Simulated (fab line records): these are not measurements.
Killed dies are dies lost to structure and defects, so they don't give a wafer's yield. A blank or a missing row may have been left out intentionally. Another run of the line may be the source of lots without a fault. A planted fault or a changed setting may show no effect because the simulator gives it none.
fab line records    flow sky130
record: lots: 13  wafers: 39  last-day: 50
route steps=708 shown VT_ADJUST_NCORE@129 VT_ADJUST_HVTR@139 SONOS_TUNNEL@157 SONOS_ONO@171 PAD_OPEN@708
lots with no fault: from the same line, run without faults
start-h: hours from the record's opening day to when the first of the lot's shown wafers began    wait-h: hours elapsed since this lot's preceding step    " identical to the entry in the row above    L1.1+2: several wafers, shown together as one row    - no value, or no start given    * or withheld: withheld    < > ~ a bound
route shown NAME@n: NAME is a module with steps in the file, n the number in the route of the first one    usual: mean and standard deviation over wafers with no fault    same: alike in all rows    chamber/n: place in a boat    sites: readings site by site    _std_site: the values' standard deviation    _edge_site: outer sites' mean less inner sites'    radius-mm: for every site, how far away it sits from the centre of the wafer    mask NAME#n: copy n    behind: the tool/chamber that last shaped the wafer    hold: reason for holding the lot/hours on hold/outcome of the hold    device: the transistor (n, p or np) that didn't switch    end of line: tests run on the same wafers once the route is complete    a step with no rows: only its recipe    killed: dies that structure and defects cost at the first sort, which is not the same as the wafer's yield    map: shows each die of a wafer: x if killed, . if not, _ if none is there
set.NAME: setting as actually run; set.NAME@STEP: the setting as run at that earlier step    model.NAME: the simulator's own value behind a step, which no gauge read
a sample of lots followed through the steps of the route, with each step as a table and each wafer as a row
services: when a tool's chamber went out of use (start-h, in hours from the record's first day, below 0 if earlier), for how many hours, and the reason
== steps ==
step: SKY_VT_ADJUST_NCORE_STRIP_10
recipe: chemistry: O2/N2  power-w: 1400  pressure-mtorr: 1500  platen-temp-c: withheld  o2-flow-sccm: 3000  n2-flow-sccm: 300  overash-fraction: 0.5
usual: drypump-motor-current-A: 5.5/0.32  oes-product-au: 0.715/0.0045  strip-time-to-endpoint-s: 14.18/0.038
lot.wafer  tool             chamber  start-h  wait-h  drypump-motor-current-A  oes-product-au  rf-hours-counter-h  strip-time-to-endpoint-s
L177.4     plasma-asher-02  0        184.84   0.1     5.8                      0.715           -                   14.19
L177.5     "                0        "        "       5.8                      0.715           -                   14.14
L177.6     "                1        "        "       4.7                      0.706           -                   14.15
L179.1     plasma-asher-03  0        196.59   0.1     5.6                      0.721           49                  14.18
L179.4     "                0        "        "       5.6                      0.715           -                   14.15
L179.5     "                1        "        "       5.6                      0.720           -                   14.15
L178.2     plasma-asher-01  1        198.98   0.1     5.5                      0.711           51                  14.21
L178.5     "                1        "        "       5.5                      0.715           -                   14.18
L178.6     "                0        "        "       5.6                      0.707           -                   14.24
L180.1     plasma-asher-02  1        201.43   0.1     4.7                      0.718           39                  14.19
L180.3     "                1        "        "       4.7                      0.719           -                   14.23
L180.5     "                1        "        "       4.7                      0.712           -                   14.19
L181.2     plasma-asher-02  1        207.86   0.1     4.7                      0.715           39                  14.19
L181.4     "                0        "        "       5.8                      0.720           -                   14.21
L181.6     "                1        "        "       4.7                      0.711           -                   14.19
L182.2     plasma-asher-02  1        223.41   0.1     4.8                      0.712           41                  14.19
L182.4     "                0        "        "       5.8                      0.712           -                   14.17
L182.6     "                0        "        "       5.8                      0.714           -                   14.17
L189.1     plasma-asher-03  1        266.09   0.1     5.6                      0.715           56                  14.21
L189.2     "                0        "        "       5.5                      0.711           56                  14.18
L189.6     "                1        "        "       5.6                      0.715           -                   14.19
L191.1     plasma-asher-03  0        284.68   0.1     5.6                      0.707           58                  14.17
L191.3     "                0        "        "       5.5                      0.722           -                   14.11
L191.5     "                0        "        "       5.6                      0.711           -                   14.12
L193.2     plasma-asher-03  0        292.31   0.1     5.5                      0.715           60                  14.20
L193.4     "                0        "        "       5.5                      0.714           -                   14.19
L193.6     "                1        "        "       5.6                      0.708           -                   14.17
L194.1     plasma-asher-03  1        309.31   0.1     5.6                      0.714           62                  14.17
L194.2     "                0        "        "       5.6                      0.711           62                  14.15
L194.3     "                1        "        "       5.6                      0.716           -                   14.12
L196.1     plasma-asher-03  0        320.16   0.1     5.6                      0.719           63                  14.12
L196.4     "                0        "        "       5.6                      0.716           -                   14.16
L196.6     "                0        "        "       5.6                      0.722           -                   14.17
L195.3     plasma-asher-02  0        322.32   0.1     5.8                      0.715           -                   14.18
L195.4     "                1        "        "       4.7                      0.711           -                   14.20
L195.5     "                0        "        "       5.8                      0.718           -                   14.16
L200.1     plasma-asher-01  0        346.53   0.1     5.5                      0.710           65                  14.21
L200.2     "                1        "        "       5.5                      0.710           65                  14.23
L200.4     "                0        "        "       5.6                      0.707           -                   14.21
step: SKY_VT_ADJUST_HVTR_OVL_MEAS_08
usual: VT_ADJUST_HVTR_OVL: 0.9/1.4
lot.wafer  tool        chamber  start-h  wait-h  VT_ADJUST_HVTR_OVL[nm]
L177.4     overlay-01  -        206.10   0.1     1.6
L177.5     "           -        "        "       -0.1
L177.6     "           -        "        "       -0.2
L179.1     overlay-01  -        218.87   0.1     0.3
L179.4     "           -        "        "       -1.5
L179.5     "           -        "        "       1.2
L178.2     overlay-02  -        221.09   0.1     1.6
L178.5     "           -        "        "       1.6
L178.6     "           -        "        "       2.0
L180.1     overlay-01  -        223.99   0.1     2.0
L180.3     "           -        "        "       2.0
L180.5     "           -        "        "       0.4
L181.2     overlay-02  -        230.15   0.1     0.9
L181.4     "           -        "        "       0.5
L181.6     "           -        "        "       1.4
L182.2     overlay-02  -        245.25   0.1     -0.9
L182.4     "           -        "        "       0.5
L182.6     "           -        "        "       0.8
L189.1     overlay-01  -        290.84   0.1     4.8
L189.2     "           -        "        "       5.5
L189.6     "           -        "        "       4.2
L191.1     overlay-02  -        310.32   0.1     0.3
L191.3     "           -        "        "       0.4
L191.5     "           -        "        "       0.8
L193.2     overlay-02  -        318.89   0.1     0.2
L193.4     "           -        "        "       0.5
L193.6     "           -        "        "       1.2
L194.1     overlay-02  -        335.08   0.1     0.6
L194.2     "           -        "        "       -1.3
L194.3     "           -        "        "       -0.7
L196.1     overlay-02  -        347.17   0.1     0.1
L196.4     "           -        "        "       -0.8
L196.6     "           -        "        "       0.4
L195.3     overlay-01  -        349.28   0.1     1.3
L195.4     "           -        "        "       -2.2
L195.5     "           -        "        "       0.1
L200.1     overlay-02  -        374.43   0.1     0.4
L200.2     "           -        "        "       2.1
L200.4     "           -        "        "       1.1
step: SKY_SONOS_TUNNEL_SOFTBAKE_03
recipe: temp-c: 90  time-s: 60  resist: NOVOLAK
usual: resist-line-temp-C: 23.01/0.099  run-length-s: 89.13/0.23
lot.wafer  tool            chamber  start-h  wait-h  resist-line-temp-C  run-length-s
L177.4     litho-track-02  0        239.14   0.1     23.02               88.95
L177.5     "               0        "        "       22.99               88.93
L177.6     "               0        "        "       22.91               89.08
L179.1     litho-track-02  0        252.02   0.1     23.13               88.89
L179.4     "               0        "        "       23.11               89.07
L179.5     "               0        "        "       23.02               89.02
L178.2     litho-track-02  0        254.59   0.1     22.97               88.97
L178.5     "               0        "        "       23.02               88.88
L178.6     "               0        "        "       22.96               88.89
L180.1     litho-track-03  0        259.02   0.1     23.03               89.53
L180.3     "               0        "        "       23.09               89.30
L180.5     "               0        "        "       22.88               89.40
L181.2     litho-track-02  0        264.69   0.1     22.93               88.91
L181.4     "               0        "        "       23.04               88.92
L181.6     "               0        "        "       23.02               88.88
L182.2     litho-track-01  0        281.01   0.1     23.05               89.03
L182.4     "               0        "        "       23.06               89.03
L182.6     "               0        "        "       23.17               88.92
L189.1     litho-track-03  0        329.52   0.1     22.91               105.00
L189.2     "               0        "        "       22.94               89.59
L189.6     "               0        "        "       22.98               105.28
L191.1     litho-track-03  0        350.17   0.1     23.13               104.94
L191.3     "               0        "        "       22.97               89.57
L191.5     "               0        "        "       23.07               105.21
L193.2     litho-track-02  0        360.24   0.1     22.95               88.95
L193.4     "               0        "        "       22.99               89.02
L193.6     "               0        "        "       22.96               88.93
L194.1     litho-track-02  0        376.96   0.1     22.93               89.05
L194.2     "               0        "        "       22.96               89.00
L194.3     "               0        "        "       22.96               89.20
L196.1     litho-track-01  0        390.38   0.1     23.31               88.94
L196.4     "               0        "        "       23.20               89.09
L196.6     "               0        "        "       23.08               89.03
L195.3     litho-track-01  0        393.23   0.1     22.85               89.18
L195.4     "               0        "        "       23.06               89.14
L195.5     "               0        "        "       22.92               89.04
L200.1     litho-track-02  0        418.81   0.1     22.96               88.88
L200.2     "               0        "        "       23.06               89.22
L200.4     "               0        "        "       23.07               88.93
step: SKY_SONOS_ONO_THK_MEAS_03
recipe: reads: Si3N4_of_SONOS_ONO_CVD_02
usual: SONOS_ONO_CVD_02_THK: 10.55/0.13
lot.wafer  tool           chamber  start-h  wait-h  SONOS_ONO_CVD_02_THK[nm]
L177.4     film-metro-02  -        255.76   0.0     10.64
L177.5     "              -        "        "       10.63
L177.6     "              -        "        "       10.61
L179.1     film-metro-02  -        267.64   0.0     10.64
L179.4     "              -        "        "       10.65
L179.5     "              -        "        "       10.54
L178.2     film-metro-02  -        270.96   0.0     10.46
L178.5     "              -        "        "       10.59
L178.6     "              -        "        "       10.56
L180.1     film-metro-03  -        275.74   0.0     10.54
L180.3     "              -        "        "       10.62
L180.5     "              -        "        "       10.48
L181.2     film-metro-03  -        281.15   0.0     10.66
L181.4     "              -        "        "       10.58
L181.6     "              -        "        "       10.74
L182.2     film-metro-03  -        296.71   0.0     10.52
L182.4     "              -        "        "       10.53
L182.6     "              -        "        "       10.47
L189.1     film-metro-01  -        346.51   0.0     10.69
L189.2     "              -        "        "       10.81
L189.6     "              -        "        "       10.75
L191.1     film-metro-02  -        368.02   0.0     10.70
L191.3     "              -        "        "       10.64
L191.5     "              -        "        "       10.65
L193.2     film-metro-02  -        378.48   0.0     10.51
L193.4     "              -        "        "       10.52
L193.6     "              -        "        "       10.62
L194.1     film-metro-02  -        395.72   0.0     10.51
L194.2     "              -        "        "       10.46
L194.3     "              -        "        "       10.46
L196.1     film-metro-02  -        410.89   0.0     10.62
L196.4     "              -        "        "       10.51
L196.6     "              -        "        "       10.58
L195.3     film-metro-03  -        414.52   0.0     10.36
L195.4     "              -        "        "       10.39
L195.5     "              -        "        "       10.42
L200.1     film-metro-02  -        436.76   0.0     10.27
L200.2     "              -        "        "       10.23
L200.4     "              -        "        "       10.39
step: SKY_PAD_OPEN_PROBE_99
usual: killed_at_M0_to_M3: 44/7  killed_at_M4_up: 3.0/1.7  killed-at-contacts: 24/5.2  killed-at-front-end: 15/4.8  killed-at-other: 0.2/0.56  killed-dies: 86/9.7  killed-open: 47/7.1  killed-short: 39/6.3
same: gross-dies: 492  killed-at-back-side: 0
lot.wafer  tool       chamber  start-h  wait-h  killed_at_M0_to_M3  killed_at_M4_up  killed-at-contacts  killed-at-front-end  killed-at-other  killed-dies  killed-open  killed-short
L177.4     prober-02  -        1078.09  0.2     55                  2                22                  21                   0                100          52           46
L177.5     prober-02  -        1078.14  0.2     47                  1                16                  20                   1                85           40           44
L177.6     prober-02  -        1078.19  0.2     55                  4                16                  14                   1                90           57           33
L179.1     prober-01  -        1088.22  0.1     46                  3                27                  9                    0                85           44           41
L179.4     prober-01  -        1088.37  0.2     36                  3                26                  16                   0                81           46           34
L179.5     prober-01  -        1088.42  0.2     31                  5                27                  12                   0                75           44           31
L178.2     prober-02  -        1096.88  0.1     45                  2                24                  14                   0                85           48           37
L178.5     prober-02  -        1097.03  0.2     46                  4                20                  19                   1                90           46           43
L178.6     prober-02  -        1097.08  0.2     47                  4                24                  8                    0                83           43           40
L180.1     prober-01  -        1097.44  0.1     44                  0                28                  14                   0                86           41           45
L180.3     prober-01  -        1097.54  0.2     51                  3                23                  15                   0                92           57           35
L180.5     prober-01  -        1097.64  0.2     42                  4                23                  18                   0                87           48           39
L181.2     prober-02  -        1102.80  0.1     35                  4                25                  18                   0                82           47           35
L181.4     prober-02  -        1102.90  0.2     37                  6                14                  9                    0                66           31           35
L181.6     prober-02  -        1103.00  0.2     38                  5                19                  11                   0                73           33           39
L182.2     prober-01  -        1112.09  0.1     45                  7                24                  26                   0                102          52           50
L182.4     prober-01  -        1112.19  0.2     50                  2                20                  18                   0                90           47           43
L182.6     prober-01  -        1112.29  0.2     42                  1                22                  9                    0                74           43           31
L189.1     prober-02  -        1155.19  0.1     47                  5                32                  11                   0                95           56           39
L189.2     prober-02  -        1155.24  0.1     51                  3                25                  11                   2                92           56           34
L189.6     prober-02  -        1155.44  0.2     47                  5                29                  8                    2                91           54           37
L191.1     prober-02  -        1163.82  0.1     35                  2                27                  19                   1                84           37           47
L191.3     prober-02  -        1163.92  0.2     46                  6                19                  10                   1                82           45           37
L191.5     prober-02  -        1164.02  0.2     42                  3                28                  21                   0                94           49           45
L193.2     prober-01  -        1170.74  0.1     44                  3                25                  15                   0                87           42           45
L193.4     prober-01  -        1170.84  0.2     32                  4                23                  17                   1                77           42           35
L193.6     prober-01  -        1170.94  0.2     46                  2                17                  12                   0                77           41           36
L194.1     prober-02  -        1182.66  0.1     48                  2                24                  14                   1                89           41           48
L194.2     prober-02  -        1182.71  0.1     47                  3                21                  14                   0                85           49           36
L194.3     prober-02  -        1182.76  0.2     47                  5                25                  12                   0                89           47           42
L196.1     prober-01  -        1187.75  0.1     37                  3                20                  10                   0                70           41           29
L196.4     prober-01  -        1187.90  0.2     32                  1                24                  11                   0                68           40           28
L196.6     prober-01  -        1188.00  0.2     33                  0                20                  22                   0                75           42           32
L195.3     prober-02  -        1189.13  0.2     32                  1                25                  11                   1                70           34           36
L195.4     prober-02  -        1189.18  0.2     37                  3                27                  17                   2                86           53           33
L195.5     prober-02  -        1189.23  0.2     41                  4                22                  15                   0                82           39           43
L200.1     prober-02  -        1200.04  0.1     40                  3                32                  15                   0                90           54           36
L200.2     prober-02  -        1200.09  0.1     36                  5                29                  19                   0                89           45           42
L200.4     prober-02  -        1200.19  0.2     64                  3                22                  17                   0                106          50           55
killed by level:class
L177.4 VIA1:geometric-particle:open=11 METAL2:geometric-particle:short=10 LI_CONTACT:geometric-particle:open=8 CONTACT:geometric-particle:open=8 VIA2:geometric-particle:open=8 FIELD_ISO:geometric-particle:short=6 VIA1:geometric-particle:short=5 POLY_GATE:geometric-particle:open=4
L177.5 VIA1:geometric-particle:open=9 FIELD_ISO:geometric-particle:short=8 LI_CONTACT:geometric-particle:open=7 VIA2:geometric-particle:open=7 VIA3:geometric-particle:open=6 VIA2:geometric-particle:short=5 METAL3:geometric-particle:short=5 METAL2:geometric-particle:short=4
L177.6 VIA1:geometric-particle:open=26 LI_CONTACT:geometric-particle:open=8 VIA2:geometric-particle:open=7 FIELD_ISO:geometric-particle:open=5 POLY_GATE:geometric-particle:short=4 METAL1:geometric-particle:short=4 VIA1:geometric-particle:short=4 METAL4:geometric-particle:short=4
L179.1 LI_CONTACT:geometric-particle:open=8 VIA1:geometric-particle:open=8 VIA2:geometric-particle:open=7 CONTACT:geometric-particle:open=6 VIA1:geometric-particle:short=6 LOCAL_INTERCONNECT:geometric-particle:short=5 METAL1:geometric-particle:short=5 VIA3:geometric-particle:open=5
L179.4 CONTACT:geometric-particle:open=11 VIA1:geometric-particle:open=11 POLY_GATE:geometric-particle:short=7 VIA3:geometric-particle:open=7 LI_CONTACT:geometric-particle:open=6 POLY_GATE:geometric-particle:open=5 METAL3:geometric-particle:short=5 VIA2:geometric-particle:open=3
L179.5 CONTACT:geometric-particle:open=11 VIA1:geometric-particle:open=8 LI_CONTACT:geometric-particle:open=7 VIA2:geometric-particle:open=6 FIELD_ISO:geometric-particle:short=4 LOCAL_INTERCONNECT:geometric-particle:short=4 VIA3:geometric-particle:open=4 FIELD_ISO:geometric-particle:open=3
L178.2 VIA1:geometric-particle:open=10 CONTACT:geometric-particle:open=9 METAL2:geometric-particle:short=8 LI_CONTACT:geometric-particle:open=7 VIA3:geometric-particle:open=6 POLY_GATE:geometric-particle:open=5 CONTACT:geometric-particle:short=5 VIA2:geometric-particle:open=5
L178.5 CONTACT:geometric-particle:open=11 VIA1:geometric-particle:open=10 POLY_GATE:geometric-particle:short=7 VIA1:geometric-particle:short=7 POLY_GATE:geometric-particle:open=6 VIA2:geometric-particle:open=6 METAL2:geometric-particle:short=5 VIA2:geometric-particle:short=5
L178.6 VIA1:geometric-particle:open=10 LI_CONTACT:geometric-particle:open=9 LI_CONTACT:geometric-particle:short=5 CONTACT:geometric-particle:open=5 METAL1:geometric-particle:short=5 VIA1:geometric-particle:short=5 METAL2:geometric-particle:short=5 METAL1:geometric-particle:open=4
L180.1 VIA1:geometric-particle:short=12 VIA1:geometric-particle:open=10 CONTACT:geometric-particle:open=8 LI_CONTACT:geometric-particle:open=6 VIA2:geometric-particle:open=6 LOCAL_INTERCONNECT:geometric-particle:short=5 CONTACT:geometric-particle:short=5 FIELD_ISO:geometric-particle:short=4
L180.3 VIA1:geometric-particle:open=14 CONTACT:geometric-particle:open=8 VIA3:geometric-particle:open=8 METAL3:geometric-particle:short=6 VIA2:geometric-particle:open=6 FIELD_ISO:geometric-particle:open=5 LI_CONTACT:geometric-particle:open=5 LI_CONTACT:geometric-particle:short=5
L180.5 CONTACT:geometric-particle:open=13 VIA1:geometric-particle:open=13 METAL2:geometric-particle:short=9 LI_CONTACT:geometric-particle:open=6 FIELD_ISO:geometric-particle:open=5 METAL1:geometric-particle:short=5 VIA1:geometric-particle:short=5 FIELD_ISO:geometric-particle:short=4
L181.2 CONTACT:geometric-particle:open=12 VIA3:geometric-particle:open=6 LI_CONTACT:geometric-particle:open=6 METAL1:geometric-particle:short=6 VIA1:geometric-particle:open=5 METAL2:geometric-particle:short=5 FIELD_ISO:geometric-particle:open=4 VIA1:geometric-particle:short=4
L181.4 VIA2:geometric-particle:open=7 CONTACT:geometric-particle:open=6 METAL2:geometric-particle:short=6 METAL4:geometric-particle:short=6 FIELD_ISO:geometric-particle:short=4 LI_CONTACT:geometric-particle:open=4 VIA1:geometric-particle:short=4 VIA1:geometric-particle:open=4
L181.6 VIA2:geometric-particle:open=9 METAL2:geometric-particle:short=8 CONTACT:geometric-particle:open=6 VIA1:geometric-particle:open=5 FIELD_ISO:geometric-particle:short=4 VIA3:geometric-particle:open=4 CONTACT:geometric-particle:short=4 LI_CONTACT:geometric-particle:short=3
L182.2 CONTACT:geometric-particle:open=10 FIELD_ISO:geometric-particle:open=8 VIA1:geometric-particle:short=7 METAL2:geometric-particle:short=7 CONTACT:geometric-particle:short=5 METAL1:geometric-particle:short=5 VIA1:geometric-particle:open=5 VIA3:geometric-particle:open=5
L182.4 VIA1:geometric-particle:open=10 VIA3:geometric-particle:open=10 METAL1:geometric-particle:short=8 FIELD_ISO:geometric-particle:open=6 CONTACT:geometric-particle:open=6 FIELD_ISO:geometric-particle:short=5 LI_CONTACT:geometric-particle:short=4 CONTACT:geometric-particle:short=4
L182.6 VIA3:geometric-particle:open=9 VIA1:geometric-particle:open=9 CONTACT:geometric-particle:open=8 METAL1:geometric-particle:short=5 VIA2:geometric-particle:open=5 FIELD_ISO:geometric-particle:open=4 CONTACT:geometric-particle:short=4 LOCAL_INTERCONNECT:geometric-particle:short=3
L189.1 VIA1:geometric-particle:open=13 CONTACT:geometric-particle:open=11 VIA3:geometric-particle:open=8 LI_CONTACT:geometric-particle:open=8 VIA3:geometric-particle:short=7 VIA2:geometric-particle:open=7 LOCAL_INTERCONNECT:geometric-particle:short=6 VIA1:geometric-particle:short=5
L189.2 VIA1:geometric-particle:open=13 CONTACT:geometric-particle:open=12 VIA3:geometric-particle:open=9 VIA1:geometric-particle:short=7 VIA2:geometric-particle:open=7 LI_CONTACT:geometric-particle:open=5 LOCAL_INTERCONNECT:geometric-particle:short=5 METAL1:geometric-particle:short=4
L189.6 VIA1:geometric-particle:open=13 CONTACT:geometric-particle:open=10 LI_CONTACT:geometric-particle:open=8 VIA3:geometric-particle:open=7 VIA2:geometric-particle:short=7 METAL1:geometric-particle:short=6 CONTACT:geometric-particle:short=5 FIELD_ISO:geometric-particle:open=4
L191.1 CONTACT:geometric-particle:open=8 VIA1:geometric-particle:open=8 LOCAL_INTERCONNECT:geometric-particle:short=7 METAL1:geometric-particle:short=7 VIA2:geometric-particle:open=6 CONTACT:geometric-particle:short=5 POLY_GATE:geometric-particle:short=5 LI_CONTACT:geometric-particle:open=5
L191.3 VIA1:geometric-particle:open=11 VIA1:geometric-particle:short=7 VIA3:geometric-particle:open=7 LI_CONTACT:geometric-particle:open=6 METAL2:geometric-particle:short=6 VIA2:geometric-particle:open=6 CONTACT:geometric-particle:open=5 METAL1:geometric-particle:short=5
L191.5 LI_CONTACT:geometric-particle:open=10 VIA3:geometric-particle:open=9 VIA1:geometric-particle:open=9 LOCAL_INTERCONNECT:geometric-particle:short=6 METAL1:geometric-particle:short=6 POLY_GATE:geometric-particle:short=5 CONTACT:geometric-particle:open=5 FIELD_ISO:geometric-particle:short=4
L193.2 VIA1:geometric-particle:open=11 CONTACT:geometric-particle:open=8 METAL1:geometric-particle:short=7 FIELD_ISO:geometric-particle:short=6 LI_CONTACT:geometric-particle:short=6 LI_CONTACT:geometric-particle:open=5 METAL2:geometric-particle:short=5 CONTACT:geometric-particle:short=4
L193.4 CONTACT:geometric-particle:open=11 VIA1:geometric-particle:open=8 FIELD_ISO:geometric-particle:open=7 LI_CONTACT:geometric-particle:open=6 METAL2:geometric-particle:short=5 VIA3:geometric-particle:short=5 POLY_GATE:geometric-particle:short=4 METAL3:geometric-particle:short=4
L193.6 METAL2:geometric-particle:short=10 METAL1:geometric-particle:short=8 VIA1:geometric-particle:open=8 CONTACT:geometric-particle:open=7 VIA2:geometric-particle:open=6 LI_CONTACT:geometric-particle:open=4 METAL1:geometric-particle:open=4 VIA1:geometric-particle:short=4
L194.1 VIA1:geometric-particle:open=12 VIA2:geometric-particle:short=9 CONTACT:geometric-particle:open=8 VIA1:geometric-particle:short=8 LOCAL_INTERCONNECT:geometric-particle:short=5 FIELD_ISO:geometric-particle:open=4 POLY_GATE:geometric-particle:open=4 LI_CONTACT:geometric-particle:open=4
L194.2 VIA1:geometric-particle:open=14 CONTACT:geometric-particle:open=11 VIA3:geometric-particle:open=10 METAL2:geometric-particle:short=6 FIELD_ISO:geometric-particle:open=5 LOCAL_INTERCONNECT:geometric-particle:short=5 VIA1:geometric-particle:short=5 FIELD_ISO:geometric-particle:short=4
L194.3 VIA1:geometric-particle:open=11 CONTACT:geometric-particle:open=9 LI_CONTACT:geometric-particle:open=6 VIA2:geometric-particle:open=6 VIA1:geometric-particle:short=5 VIA3:geometric-particle:open=5 FIELD_ISO:geometric-particle:open=4 LOCAL_INTERCONNECT:geometric-particle:short=4
L196.1 VIA1:geometric-particle:open=9 CONTACT:geometric-particle:open=8 METAL1:geometric-particle:short=6 VIA2:geometric-particle:open=5 VIA3:geometric-particle:open=5 LI_CONTACT:geometric-particle:open=4 VIA1:geometric-particle:short=4 FIELD_ISO:geometric-particle:open=3
L196.4 CONTACT:geometric-particle:open=11 VIA1:geometric-particle:open=11 FIELD_ISO:geometric-particle:short=8 LI_CONTACT:geometric-particle:open=6 METAL2:geometric-particle:short=6 VIA2:geometric-particle:open=4 LOCAL_INTERCONNECT:geometric-particle:short=3 VIA2:geometric-particle:short=3
L196.6 CONTACT:geometric-particle:open=11 VIA1:geometric-particle:open=8 FIELD_ISO:geometric-particle:open=7 POLY_GATE:geometric-particle:short=5 VIA2:geometric-particle:open=5 FIELD_ISO:geometric-particle:short=4 METAL2:geometric-particle:short=4 LI_CONTACT:geometric-particle:open=3
L195.3 VIA1:geometric-particle:open=8 LI_CONTACT:geometric-particle:open=7 LOCAL_INTERCONNECT:geometric-particle:short=7 METAL1:geometric-particle:short=5 CONTACT:geometric-particle:short=4 POLY_GATE:geometric-particle:open=3 LI_CONTACT:geometric-particle:short=3 CONTACT:geometric-particle:open=3
L195.4 VIA1:geometric-particle:open=13 CONTACT:geometric-particle:open=11 VIA2:geometric-particle:open=9 FIELD_ISO:geometric-particle:short=6 LI_CONTACT:geometric-particle:open=6 POLY_GATE:geometric-particle:short=5 VIA3:geometric-particle:open=5 CONTACT:geometric-particle:short=4
L195.5 CONTACT:geometric-particle:open=10 VIA3:geometric-particle:open=9 FIELD_ISO:geometric-particle:short=6 METAL1:geometric-particle:short=6 VIA1:geometric-particle:open=6 METAL2:geometric-particle:short=6 VIA1:geometric-particle:short=5 VIA2:geometric-particle:open=5
L200.1 CONTACT:geometric-particle:open=11 LI_CONTACT:geometric-particle:open=9 VIA2:geometric-particle:open=8 VIA1:geometric-particle:open=7 METAL2:geometric-particle:short=7 POLY_GATE:geometric-particle:open=5 LOCAL_INTERCONNECT:geometric-particle:short=5 CONTACT:geometric-particle:short=5
L200.2 CONTACT:geometric-particle:open=10 VIA2:geometric-particle:open=7 FIELD_ISO:geometric-particle:short=6 VIA3:geometric-particle:open=6 CONTACT:geometric-particle:short=5 VIA1:geometric-particle:open=5 FIELD_ISO:geometric-particle:open=4 LI_CONTACT:geometric-particle:short=4
L200.4 VIA1:geometric-particle:short=11 VIA2:geometric-particle:open=10 VIA1:geometric-particle:open=9 METAL2:geometric-particle:short=9 VIA3:geometric-particle:open=8 LI_CONTACT:geometric-particle:open=7 FIELD_ISO:geometric-particle:short=6 CONTACT:geometric-particle:open=6
== services ==
tool             chamber  start-h  hours  kind
plasma-asher-03  -        166.10   1.9    repair
plasma-asher-02  -        168.05   1.7    repair
plasma-asher-02  -        178.86   1.6    repair
plasma-asher-03  -        183.74   10.2   repair
plasma-asher-02  -        274.20   42.0   repair
plasma-asher-01  -        278.94   14.6   pm
plasma-asher-02  -        314.16   4.0    repair
== key ==
first-sign: step: SKY_SONOS_TUNNEL_SOFTBAKE_03  reading: run-length-s  direction: up  sigmas: 70  usual: *  struck: *
effect none on later readings
met-at SKY_SONOS_TUNNEL_SOFTBAKE_03
struck-lots L189,L191
struck-wafers L189.1,L189.6,L191.1,L191.5
tester-left-out L189,L191
not-acting-at SKY_VT_ADJUST_NCORE_STRIP_10,SKY_VT_ADJUST_HVTR_OVL_MEAS_08,SKY_SONOS_ONO_THK_MEAS_03
onset-between 259.02 329.52
fault: kind: process-parameter-drift  tool: litho-track-03  chamber: -  onset-h: 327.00  steps: SKY_SONOS_TUNNEL_SOFTBAKE_03  channel: time-s  offset: *  shape: step  end-h: 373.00  scope: struck-wafers-only  acts-in: *  stated: *
tester-left-out: of these lots the tester's yield and bins aren't shown, on N5 and GAA mostly nor the transistor test; their killed dies are dies lost to structure and defects alone, not to doping, threshold or leakage, so they don't give the yield
